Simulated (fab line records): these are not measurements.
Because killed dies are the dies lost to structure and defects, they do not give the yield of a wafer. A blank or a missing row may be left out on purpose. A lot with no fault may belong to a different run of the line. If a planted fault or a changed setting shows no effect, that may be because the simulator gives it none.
Struck lot and sound lot, side by side + flow sky130 + 15 out of 708 route steps
Sound: wafers L641.1, L641.3, L641.6. Wafers L631.1, L631.3, L631.4 were the ones struck. The cause is given at the end.
At each step with rows: each side's tool, then ch and its chambers, then its first start. Under that, the readings that differ: sound wafers + struck wafers + difference of the means + sigmas: that difference in standard deviations of wafers without a fault.
alike: a reading whose means differ by less than 2 such deviations, as well as words and numbers matching on both sides. not compared: withheld readings; readings where some wafer has no value; bounds like >300 that might hide an equal value; numbers whose values overlap and for which the record gives no deviation.
Wherever a step has rows on one side only, a row that says differs or no value, or a row with sigmas, the two part there. Non-overlapping numbers with no deviation appear without sigmas and do not part them. Lack of a reading on every wafer of one side parts them only where that side has two or more wafers.

SKY_POLY_GATE_THK_MEAS_21:
  sound on film_metro-04, day 23 06:14; struck on film_metro-01, day 19 13:35
  alike: POLY_GATE_OXIDATION_THK
SKY_POLY_GATE_CD_MEAS_22:
  sound on cd_sem-02, day 23 06:18; struck on cd_sem-01, day 19 13:39
  alike: cd_nm
then, 7 steps without rows for these wafers: SKY_LDD_N_DEHYDRATE_00 (time 60 s); SKY_LDD_N_HMDS_01 (prime time 60 s); SKY_LDD_N_COAT_02 (resist thk 300 nm); SKY_LDD_N_SOFTBAKE_03 (time 60 s); SKY_LDD_N_EXPOSE_04 (exposes mask NTM, target cd 840 nm); SKY_LDD_N_PEB_05; SKY_LDD_N_DEVELOP_06 (develop time 60 s).
SKY_LDD_N_OVL_MEAS_07:
  sound on overlay-02, day 24 12:04; struck on overlay-01, day 20 20:07
| reading        | sound          | struck       | difference | sigmas |
|----------------|----------------|--------------|------------|--------|
| LDD_N_OVL (nm) | -3.5 -2.1 -1.6 | 1.5 -0.6 0.5 | +2.9       | +2     |
then, 2 steps without rows for these wafers: SKY_LDD_N_IMPLANT_08; SKY_LDD_N_IMPLANT_09.
SKY_LDD_N_IMPLANT_10:
  sound on implanter-01 ch 0, day 24 12:24; struck on implanter-01 ch 0, day 20 20:27
| reading            | sound                       | struck                        | difference | sigmas |
|--------------------|-----------------------------|-------------------------------|------------|--------|
| dose_ions_cm2      | 7.482e+13 7.49e+13 7.49e+13 | 6.769e+13 6.779e+13 6.772e+13 | -7.140e+12 | -88    |
| faraday_current_uA | 420 421 418                 | 389 382 377                   | -37        | -4     |
following that, these wafers have no rows for 1 step: SKY_LDD_N_IMPLANT_11.
-- the record jumps here: 27 days lie between the struck wafers' starts before and after (it left off in module LDD_N and takes up again in module PAD_OPEN, whose first step shown is number 708 of the route) --
SKY_PAD_OPEN_PROBE_99:
  sound on prober-01, day 50 11:16; struck on prober-01, day 48 01:58
  not compared: model.etest.tip_n.rs_ohm_sq

WHERE THEY PART
First at SKY_LDD_N_OVL_MEAS_07; last, within this record, at SKY_LDD_N_IMPLANT_10.

WHY: the cause the simulator had injected
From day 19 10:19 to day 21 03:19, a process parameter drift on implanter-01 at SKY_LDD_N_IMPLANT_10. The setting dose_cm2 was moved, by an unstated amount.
